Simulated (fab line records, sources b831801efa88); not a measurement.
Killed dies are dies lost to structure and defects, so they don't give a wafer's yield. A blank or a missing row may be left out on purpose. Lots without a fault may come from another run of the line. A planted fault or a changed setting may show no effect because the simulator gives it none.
Chamber matching | flow sky130 | SKY_LI_CONTACT_CMP_24 on cmp-01: 4 sister chambers
The step polishes, stops on PSG, t overpolish 20 s, target thk 0 nm. 16 wafers are shown with their chamber, then 8 later ones without.

WAFERS WITH THEIR CHAMBER
wafer  | chamber | motor_current_A (A) | time_to_endpoint_s (s) | overpolish_run_s (s)
L727.1 | 1       | 11.7                | 93                     | 20.002
L727.4 | 3       | 10.9                | 91                     | 19.994
L727.5 | 1       | 10.8                | 95                     | 20.001
L728.1 | 0       | 10.9                | 94                     | 20.001
L728.2 | 1       | 10.4                | 90                     | 20.005
L728.3 | 2       | 9.9                 | 82                     | 20.004
L729.1 | 3       | 10.9                | 90                     | 19.992
L729.4 | 1       | 11.0                | 92                     | 20.006
L729.6 | 2       | 9.0                 | 85                     | 19.999
L730.1 | 2       | 9.6                 | 83                     | 20.008
L730.3 | 0       | 11.2                | 85                     | 19.998
L730.5 | 0       | 10.4                | 85                     | 20.012
L731.2 | 0       | 11.1                | 87                     | 19.997
L731.4 | 1       | 11.2                | 90                     | 19.989
L731.6 | 1       | 11.3                | 89                     | 20.000
L738.1 | 2       | 8.9                 | 92                     | 19.993

SIGNATURES (means of the wafers above)
reading            | chamber 0 | chamber 1 | chamber 2 | chamber 3 | scatter within a chamber
motor_current_A    | 10.900    | 11.067    | 9.350     | 10.900    | 0.415
time_to_endpoint_s | 87.75     | 91.50     | 85.50     | 90.50     | 3.44
overpolish_run_s   | 20.00200  | 20.00050  | 20.00100  | 19.99300  | 0.00616
Rule: a wafer's distance from a chamber is the root of the sum, over the readings, of the square of ((its reading less the chamber's mean) divided by the reading's scatter). The wafer belongs to the nearest chamber; if the next one is less than 2 further off, it can't be placed. The scatter: the root of (the sum of the squares of (reading less its chamber's mean) over the shown wafers, divided by (wafers less chambers)).

WAFERS WITHOUT THEIR CHAMBER
wafer  | motor_current_A (A) | time_to_endpoint_s (s) | overpolish_run_s (s)
L738.4 | 10.1                | 94                     | 19.999
L738.6 | 11.1                | 97                     | 19.999
L739.1 | 9.2                 | 85                     | 19.998
L739.4 | 10.8                | 96                     | 20.006
L739.6 | 11.2                | 93                     | 19.995
L743.2 | 11.1                | 95                     | 19.985
L743.3 | 11.2                | 100                    | 20.000
L743.5 | 11.1                | 98                     | 19.997

WHICH CHAMBER EACH WENT THROUGH
wafer  | from the rows above               | in truth
L738.4 | can't be placed: 3 or 1 or 0 or 2 | 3
L738.6 | can't be placed: 1 or 3 or 0      | 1
L739.1 | 2                                 | 2
L739.4 | can't be placed: 1 or 0 or 3      | 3
L739.6 | can't be placed: 1 or 3 or 0      | 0
L743.2 | can't be placed: 3 or 1 or 0      | 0
L743.3 | can't be placed: 1 or 3 or 0      | 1
L743.5 | can't be placed: 1 or 3 or 0      | 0
Placed correctly: 1 of 8. Can't be placed from these rows: 7 (the true chamber is among the candidates in 7). Placed wrongly: 0.
